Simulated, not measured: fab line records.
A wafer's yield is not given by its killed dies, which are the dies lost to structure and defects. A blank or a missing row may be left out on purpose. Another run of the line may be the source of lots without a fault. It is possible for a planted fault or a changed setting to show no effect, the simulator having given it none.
Which tool did it? | flow sky130 | 11 lots (33 wafers sampled), 1 step of a 708-step route

== WHAT THE GAUGES READ, wafer by wafer ==
SKY_CAPM_THK_MEAS_04: measures by xrf.
lot  | measured     | on           | CAPM_TIN_THK (nm)
L356 | day 36 03:23 | filmMetro-03 | 206.1 205.3 206.2
L357 | day 36 09:12 | filmMetro-02 | 204.6 207.3 206.6
L359 | day 37 08:56 | filmMetro-03 | 208.1 210.4 208.4
L361 | day 37 17:50 | filmMetro-03 | 203.1 204.7 205.3
L363 | day 38 20:23 | filmMetro-03 | 208.1 207.1 206.2
L366 | day 39 08:35 | filmMetro-02 | 204.4 206.0 207.9
L367 | day 39 19:23 | filmMetro-01 | 207.4 207.0 204.6
L368 | day 40 00:03 | filmMetro-03 | 208.6 207.8 210.2
L372 | day 41 05:00 | filmMetro-02 | 207.8 208.6 208.4
L373 | day 41 06:27 | filmMetro-01 | 208.6 210.9 209.3
L376 | day 42 06:49 | filmMetro-03 | 206.4 206.7 207.0

== WHAT TOOL EACH LOT RAN ON (gives the tool, then ch and the chambers of the sampled wafers, and finally the start) ==
There is no process step in the record ahead of these readings.

== THE ANSWER, worked out from the rows above alone ==
Rule: usual is defined by the lots themselves. The widest of any qualifying gaps counts: lots, ordered by their means at a reading, are off when they make up no more than a third of the lots, leave a main group of 4 or more, and stand apart from it by 3 or more times the standard deviation of that group's means. A main group is skipped when, at the precision printed for the reading in the tables above, its means are all equal. A lot without any number at a reading at which 4 lots or more have one is off too. The other lots that the step has rows for count as sound.
Across all readings shown, no lot is off: no conclusion can be drawn from this.

== WHAT THE SIMULATOR HAD INSERTED ==
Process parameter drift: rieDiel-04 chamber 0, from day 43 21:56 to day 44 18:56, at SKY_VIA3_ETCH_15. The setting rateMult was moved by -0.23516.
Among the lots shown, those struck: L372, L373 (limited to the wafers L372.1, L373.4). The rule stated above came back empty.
